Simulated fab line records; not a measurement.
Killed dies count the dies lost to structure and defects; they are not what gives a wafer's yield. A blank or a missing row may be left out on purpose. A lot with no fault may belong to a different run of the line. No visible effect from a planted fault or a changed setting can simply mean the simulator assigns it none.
A struck lot beside a sound one    flow sky130    22 steps out of a route of 708
Sound: the wafers L392.2, L392.3, L392.6. Struck: wafer L397.2; the same lot's L397.3 was not struck, so it is left out; see the end for the cause.
For every step that has rows: the tool of each side, followed by ch and its chambers, followed by its first start. Under that, the readings that differ: sound wafers    struck wafers    difference of the means    sigmas: that difference in standard deviations of wafers without a fault.
alike: words and numbers the same on both sides, and readings whose means are apart by under 2 such deviations; not compared: readings that were withheld, readings missing a value for some wafer, numbers with overlapping values and no deviation given by the record, and bounds like >300 which may hide the same value.
Wherever a step has rows on one side only, a row that says differs or no value, or a row with sigmas, the two part there. Numbers that have no deviation but don't overlap get no sigmas and don't part them. A reading that every wafer of one side lacks parts them only if that side has two wafers or more.

first, 4 steps without rows for these wafers: SKY_NWELL_SOFTBAKE_06; SKY_NWELL_EXPOSE_07 (exposes mask NWM, target cd 840 nm); SKY_NWELL_PEB_08; SKY_NWELL_DEVELOP_09 (develop time 60 s).
SKY_NWELL_OVL_MEAS_10:
  sound on overlay-02, day 5 01:31; struck on overlay-02, day 6 10:35
  alike: NWELL_00_OVL
then, 3 steps without rows for these wafers: SKY_NWELL_IMPLANT_11; SKY_NWELL_IMPLANT_12; SKY_NWELL_IMPLANT_13.
SKY_NWELL_STRIP_14: strips in O2/N2.
  sound on plasma asher-02 ch 0,1, day 5 02:00; struck on plasma asher-01 ch 0, day 6 11:04
  alike: drypump motor current A, n2 flow sccm, oes product au, strip time to endpoint s
  not compared: rf hours counter h
SKY_NWELL_TW_MEAS_15:
  sound on film metro-03, day 5 02:07; struck on film metro-04, day 6 11:10
  alike: NWELL_TW
then, 2 steps without rows for these wafers: SKY_NWELL_DEHYDRATE_16 (time 60 s); SKY_NWELL_HMDS_17 (prime time 60 s).
SKY_NWELL_COAT_18: resist thk 3000 nm.
  sound on litho track-04 ch 0, day 5 10:53; struck on litho track-04 ch 0, day 6 20:08
reading                                  sound           struck  difference  sigmas
model.coat_of_NWELL_COAT_18.thk nm (nm)  3014 3009 3005  2887    -122        
then, 3 steps without rows for these wafers: SKY_NWELL_SOFTBAKE_19; SKY_NWELL_EXPOSE_20 (exposes mask NWM COMPLEMENT, target cd 840 nm); SKY_NWELL_PEB_21.
SKY_NWELL_DEVELOP_22: develop time 60 s.
  sound: litho track-02 ch 0; struck: litho track-02 ch 0
reading                                  sound           struck  difference  sigmas
model.coat_of_NWELL_COAT_18.thk nm (nm)  3009 3005 3000  2883    -122        
SKY_NWELL_OVL_MEAS_23:
  sound on overlay-01, day 5 20:40; struck on overlay-02, day 7 06:04
  alike: NWELL_01_OVL
after that, 1 step had no rows for these wafers: SKY_NWELL_IMPLANT_24.
SKY_NWELL_STRIP_25: strips in O2/N2.
  sound on plasma asher-01 ch 0,1, day 5 20:51; struck on plasma asher-04 ch 0, day 7 06:15
reading                       sound              struck  difference  sigmas
strip time to endpoint s (s)  37.07 37.01 36.94  35.61   -1.40       -15
  alike: drypump motor current A, n2 flow sccm, oes product au
  not compared: rf hours counter h
SKY_NWELL_TW_MEAS_26:
  sound on film metro-02, day 5 20:58; struck on film metro-02, day 7 06:22
  alike: NWELL_2_TW
-- the record jumps here: 41 days lie between the struck wafers' starts before and after (it left off in module NWELL and takes up again in module PAD_OPEN, whose first step shown is number 708 of the route) --
SKY_PAD_OPEN_PROBE_99:
  sound on prober-01, day 46 08:16; struck on prober-02, day 47 23:56
reading       sound     struck  difference  sigmas
killed short  48 27 41  52      +13         +2
  alike: killed_at_M0_to_M3, killed_at_M4_up, killed at contacts, killed at front end, killed at other, killed dies, killed on rim, killed open

## WHERE THEY PART
Earliest at SKY_NWELL_STRIP_25; latest, in this record, at SKY_PAD_OPEN_PROBE_99.

WHY: what the simulator had put in
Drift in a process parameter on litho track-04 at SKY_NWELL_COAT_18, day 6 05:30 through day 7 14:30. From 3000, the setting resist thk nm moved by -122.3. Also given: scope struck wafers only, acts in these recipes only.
